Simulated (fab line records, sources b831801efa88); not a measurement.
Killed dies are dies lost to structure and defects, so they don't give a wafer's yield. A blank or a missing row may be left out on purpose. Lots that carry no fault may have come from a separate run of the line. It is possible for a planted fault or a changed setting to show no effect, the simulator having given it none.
The tool behind it: which one? || flow gf180mcu || 36 wafers from 12 lots sampled at 6 of the route's 602 steps

WHAT THE GAUGES READ, wafer by wafer
GF_V1_THK_MEAS_03.
{"lot": "L167", "measured": "day 17 02:25", "on": "film-metro-02", "V1_CVD_02_THK (nm)": "827 823 827"}
{"lot": "L171", "measured": "day 18 19:50", "on": "film-metro-02", "V1_CVD_02_THK (nm)": "821 833 841"}
{"lot": "L174", "measured": "day 19 22:39", "on": "film-metro-03", "V1_CVD_02_THK (nm)": "817 816 833"}
{"lot": "L175", "measured": "day 20 04:32", "on": "film-metro-02", "V1_CVD_02_THK (nm)": "843 836 846"}
{"lot": "L176", "measured": "day 20 16:45", "on": "film-metro-02", "V1_CVD_02_THK (nm)": "831 813 838"}
{"lot": "L177", "measured": "day 21 01:16", "on": "film-metro-03", "V1_CVD_02_THK (nm)": "842 853 860"}
{"lot": "L184", "measured": "day 23 11:53", "on": "film-metro-02", "V1_CVD_02_THK (nm)": "842 854 849"}
{"lot": "L185", "measured": "day 23 16:22", "on": "film-metro-02", "V1_CVD_02_THK (nm)": "833 859 842"}
{"lot": "L186", "measured": "day 24 07:27", "on": "film-metro-04", "V1_CVD_02_THK (nm)": "829 835 834"}
{"lot": "L188", "measured": "day 24 16:13", "on": "film-metro-03", "V1_CVD_02_THK (nm)": "834 842 851"}
{"lot": "L189", "measured": "day 25 02:32", "on": "film-metro-04", "V1_CVD_02_THK (nm)": "848 832 853"}
{"lot": "L190", "measured": "day 25 08:34", "on": "film-metro-02", "V1_CVD_02_THK (nm)": "819 843 852"}

GF_V1_CD_MEAS_14 targets a cd of 260 nm.
{"lot": "L167", "measured": "day 18 02:13", "on": "cd-sem-01", "cd-nm (nm)": "257.0 257.7 256.7"}
{"lot": "L171", "measured": "day 19 20:41", "on": "cd-sem-01", "cd-nm (nm)": "263.4 261.9 262.1"}
{"lot": "L174", "measured": "day 20 23:37", "on": "cd-sem-02", "cd-nm (nm)": "261.9 262.0 261.5"}
{"lot": "L175", "measured": "day 21 05:19", "on": "cd-sem-01", "cd-nm (nm)": "261.2 260.1 260.0"}
{"lot": "L176", "measured": "day 21 17:05", "on": "cd-sem-02", "cd-nm (nm)": "260.2 260.2 261.5"}
{"lot": "L177", "measured": "day 22 01:31", "on": "cd-sem-01", "cd-nm (nm)": "261.0 260.0 260.7"}
{"lot": "L184", "measured": "day 24 10:59", "on": "cd-sem-01", "cd-nm (nm)": "257.7 258.4 257.9"}
{"lot": "L185", "measured": "day 24 14:46", "on": "cd-sem-02", "cd-nm (nm)": "258.4 258.8 259.4"}
{"lot": "L186", "measured": "day 25 06:33", "on": "cd-sem-01", "cd-nm (nm)": "260.6 261.5 259.9"}
{"lot": "L188", "measured": "day 25 15:03", "on": "cd-sem-02", "cd-nm (nm)": "258.7 259.0 258.7"}
{"lot": "L189", "measured": "day 26 00:10", "on": "cd-sem-01", "cd-nm (nm)": "260.0 260.3 260.9"}
{"lot": "L190", "measured": "day 26 06:12", "on": "cd-sem-01", "cd-nm (nm)": "259.5 259.2 259.6"}

GF_V2_THK_MEAS_03.
{"lot": "L167", "measured": "day 19 05:31", "on": "film-metro-03", "V2_CVD_02_THK (nm)": "847 845 851"}
{"lot": "L171", "measured": "day 21 00:27", "on": "film-metro-04", "V2_CVD_02_THK (nm)": "840 846 863"}
{"lot": "L174", "measured": "day 22 01:50", "on": "film-metro-04", "V2_CVD_02_THK (nm)": "842 833 849"}
{"lot": "L175", "measured": "day 22 07:53", "on": "film-metro-04", "V2_CVD_02_THK (nm)": "844 838 854"}
{"lot": "L176", "measured": "day 22 19:47", "on": "film-metro-04", "V2_CVD_02_THK (nm)": "854 854 865"}
{"lot": "L177", "measured": "day 23 02:51", "on": "film-metro-04", "V2_CVD_02_THK (nm)": "863 873 859"}
{"lot": "L184", "measured": "day 25 10:50", "on": "film-metro-04", "V2_CVD_02_THK (nm)": "1368 1394 1399"}
{"lot": "L185", "measured": "day 25 15:39", "on": "film-metro-03", "V2_CVD_02_THK (nm)": "1361 1383 1408"}
{"lot": "L186", "measured": "day 26 06:13", "on": "film-metro-03", "V2_CVD_02_THK (nm)": "859 860 862"}
{"lot": "L188", "measured": "day 26 14:56", "on": "film-metro-01", "V2_CVD_02_THK (nm)": "851 858 859"}
{"lot": "L189", "measured": "day 27 00:00", "on": "film-metro-03", "V2_CVD_02_THK (nm)": "855 842 864"}
{"lot": "L190", "measured": "day 27 05:03", "on": "film-metro-03", "V2_CVD_02_THK (nm)": "860 869 867"}

GF_V2_OVL_MEAS_15.
{"lot": "L167", "measured": "day 20 06:45", "on": "overlay-01", "V2_OVL (nm)": "5 2 -3"}
{"lot": "L171", "measured": "day 22 00:20", "on": "overlay-01", "V2_OVL (nm)": "-9 -15 -4"}
{"lot": "L174", "measured": "day 23 01:08", "on": "overlay-01", "V2_OVL (nm)": "-8 -7 2"}
{"lot": "L175", "measured": "day 23 07:41", "on": "overlay-02", "V2_OVL (nm)": "2 -2 0"}
{"lot": "L176", "measured": "day 23 19:11", "on": "overlay-01", "V2_OVL (nm)": "-1 -6 -4"}
{"lot": "L177", "measured": "day 24 01:59", "on": "overlay-02", "V2_OVL (nm)": "-1 3 -5"}
{"lot": "L184", "measured": "day 26 08:56", "on": "overlay-02", "V2_OVL (nm)": "-2 -4 -1"}
{"lot": "L185", "measured": "day 26 13:14", "on": "overlay-02", "V2_OVL (nm)": "-6 7 -3"}
{"lot": "L186", "measured": "day 27 03:02", "on": "overlay-01", "V2_OVL (nm)": "3 1 6"}
{"lot": "L188", "measured": "day 27 11:22", "on": "overlay-01", "V2_OVL (nm)": "12 10 6"}
{"lot": "L189", "measured": "day 27 21:11", "on": "overlay-01", "V2_OVL (nm)": "-3 1 3"}
{"lot": "L190", "measured": "day 28 01:05", "on": "overlay-01", "V2_OVL (nm)": "9 -2 -2"}

EACH LOT AND THE TOOL THAT RAN IT (in order: tool; ch and the chambers of the sampled wafers; start)
{"lot": "L167", "GF_V2_CVD_02": "pecvd-04 ch 0,1,2, day 19 05:27", "GF_V2_CMP_04": "cmp-01 ch 0,1, day 19 05:35"}
{"lot": "L171", "GF_V2_CVD_02": "pecvd-01 ch 0,2, day 21 00:22", "GF_V2_CMP_04": "cmp-02 ch 0,1,2, day 21 00:30"}
{"lot": "L174", "GF_V2_CVD_02": "pecvd-01 ch 1,2, day 22 01:46", "GF_V2_CMP_04": "cmp-01 ch 0,1,2, day 22 01:56"}
{"lot": "L175", "GF_V2_CVD_02": "pecvd-04 ch 1,2, day 22 07:49", "GF_V2_CMP_04": "cmp-02 ch 0,1,2, day 22 08:02"}
{"lot": "L176", "GF_V2_CVD_02": "pecvd-04 ch 0,2, day 22 19:42", "GF_V2_CMP_04": "cmp-02 ch 0,2,3, day 22 19:53"}
{"lot": "L177", "GF_V2_CVD_02": "pecvd-01 ch 0,1,2, day 23 02:47", "GF_V2_CMP_04": "cmp-02 ch 0,1,3, day 23 03:04"}
{"lot": "L184", "GF_V2_CVD_02": "pecvd-04 ch 0,1,2, day 25 10:45", "GF_V2_CMP_04": "cmp-02 ch 0,2,3, day 25 10:59"}
{"lot": "L185", "GF_V2_CVD_02": "pecvd-04 ch 0,1, day 25 15:35", "GF_V2_CMP_04": "cmp-02 ch 0,1,3, day 25 15:52"}
{"lot": "L186", "GF_V2_CVD_02": "pecvd-02 ch 0,1,2, day 26 06:07", "GF_V2_CMP_04": "cmp-02 ch 0,1,3, day 26 06:21"}
{"lot": "L188", "GF_V2_CVD_02": "pecvd-01 ch 0,2, day 26 14:51", "GF_V2_CMP_04": "cmp-01 ch 2,3, day 26 14:59"}
{"lot": "L189", "GF_V2_CVD_02": "pecvd-02 ch 1,2, day 26 23:56", "GF_V2_CMP_04": "cmp-02 ch 0,1,2, day 27 00:17"}
{"lot": "L190", "GF_V2_CVD_02": "pecvd-01 ch 0,2, day 27 04:58", "GF_V2_CMP_04": "cmp-01 ch 0,1,2, day 27 05:18"}
- GF_V2_CVD_02: deposits SiO2 from TEOS, target thk 850 nm, time 94.851 s.
- GF_V2_CMP_04: polishes SiO2.

WHAT THE TOOLS THEMSELVES READ (means of the sampled wafers that have a number; where no wafer has one, the mark that the record gives instead)
GF_V2_CVD_02.
{"lot": "L167", "tool": "pecvd-04", "heater-power-w (W)": 655}
{"lot": "L171", "tool": "pecvd-01", "heater-power-w (W)": 662}
{"lot": "L174", "tool": "pecvd-01", "heater-power-w (W)": 699}
{"lot": "L175", "tool": "pecvd-04", "heater-power-w (W)": 705}
{"lot": "L176", "tool": "pecvd-04", "heater-power-w (W)": 631}
{"lot": "L177", "tool": "pecvd-01", "heater-power-w (W)": 672}
{"lot": "L184", "tool": "pecvd-04", "heater-power-w (W)": 579}
{"lot": "L185", "tool": "pecvd-04", "heater-power-w (W)": 624}
{"lot": "L186", "tool": "pecvd-02", "heater-power-w (W)": 584}
{"lot": "L188", "tool": "pecvd-01", "heater-power-w (W)": 616}
{"lot": "L189", "tool": "pecvd-02", "heater-power-w (W)": 557}
{"lot": "L190", "tool": "pecvd-01", "heater-power-w (W)": 656}

GF_V2_CMP_04.
{"lot": "L167", "tool": "cmp-01", "edge-zone-pressure-frac": 0.993, "motor-current-A (A)": 10.7, "slurry-filter-dp-kPa (kPa)": 13.55, "time-to-endpoint-s (s)": 78}
{"lot": "L171", "tool": "cmp-02", "edge-zone-pressure-frac": 0.997, "motor-current-A (A)": 10.6, "slurry-filter-dp-kPa (kPa)": 13.61, "time-to-endpoint-s (s)": 77}
{"lot": "L174", "tool": "cmp-01", "edge-zone-pressure-frac": 0.997, "motor-current-A (A)": 10.5, "slurry-filter-dp-kPa (kPa)": 13.45, "time-to-endpoint-s (s)": 75}
{"lot": "L175", "tool": "cmp-02", "edge-zone-pressure-frac": 1.001, "motor-current-A (A)": 10.3, "slurry-filter-dp-kPa (kPa)": 13.33, "time-to-endpoint-s (s)": 82}
{"lot": "L176", "tool": "cmp-02", "edge-zone-pressure-frac": 1.000, "motor-current-A (A)": 10.8, "slurry-filter-dp-kPa (kPa)": 13.56, "time-to-endpoint-s (s)": 86}
{"lot": "L177", "tool": "cmp-02", "edge-zone-pressure-frac": 0.999, "motor-current-A (A)": 11.1, "slurry-filter-dp-kPa (kPa)": 13.52, "time-to-endpoint-s (s)": 83}
{"lot": "L184", "tool": "cmp-02", "edge-zone-pressure-frac": 0.996, "motor-current-A (A)": 10.7, "slurry-filter-dp-kPa (kPa)": 13.41, "time-to-endpoint-s (s)": 271}
{"lot": "L185", "tool": "cmp-02", "edge-zone-pressure-frac": 1.002, "motor-current-A (A)": 11.2, "slurry-filter-dp-kPa (kPa)": 13.54, "time-to-endpoint-s (s)": 270}
{"lot": "L186", "tool": "cmp-02", "edge-zone-pressure-frac": 0.999, "motor-current-A (A)": 11.5, "slurry-filter-dp-kPa (kPa)": 13.52, "time-to-endpoint-s (s)": 82}
{"lot": "L188", "tool": "cmp-01", "edge-zone-pressure-frac": 1.002, "motor-current-A (A)": 9.9, "slurry-filter-dp-kPa (kPa)": 13.28, "time-to-endpoint-s (s)": 83}
{"lot": "L189", "tool": "cmp-02", "edge-zone-pressure-frac": 1.003, "motor-current-A (A)": 10.4, "slurry-filter-dp-kPa (kPa)": 13.49, "time-to-endpoint-s (s)": 78}
{"lot": "L190", "tool": "cmp-01", "edge-zone-pressure-frac": 1.001, "motor-current-A (A)": 10.6, "slurry-filter-dp-kPa (kPa)": 13.61, "time-to-endpoint-s (s)": 84}

THE ANSWER, worked out from the rows above alone
Rule: the usual values come from the lots themselves. Put in order of their means at a reading, lots are off if they are a third of the lots or fewer, leave a main group of 4 or more, and stand apart from it by a gap of 3 or more times the standard deviation of the main group's means; of several such gaps the widest counts. A main group is skipped when, at the precision printed for the reading in the tables above, its means are all equal. Also off: a lot with no number at a reading for which 4 or more lots have one. The other lots that the step has rows for count as sound. After the gauges, taken in route order, come the tools' own readings; for these a lot's mean is taken, as printed above. The first step at which some lot is off is used, and at that step the reading that is off furthest; a lot without a number counts as furthest.
Off: L184, L185, seen at GF_V2_THK_MEAS_03 (V2_CVD_02_THK). The main group: mean 854 nm, standard deviation 7.8.
A tool fits if, at a process step before that reading, it ran every lot that is off, and no sound lot after the first of them. Not tried: the gauges at GF_V2_THK_MEAS_03; whatever is off there is also off at GF_V2_CMP_04, on other tools, and gauge error can't account for it. One candidate fits, namely pecvd-04 at GF_V2_CVD_02. A fault onset in the window from L176 (day 22 19:42, its last sound lot) to L184 (day 25 10:45, its first lot off) fits.

WHAT THE SIMULATOR PUT IN
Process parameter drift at GF_V2_CVD_02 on pecvd-04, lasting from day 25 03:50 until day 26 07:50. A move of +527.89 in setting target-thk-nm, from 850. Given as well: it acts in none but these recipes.
Lots struck among those shown: L184, L185. The rule given above showed the same thing.
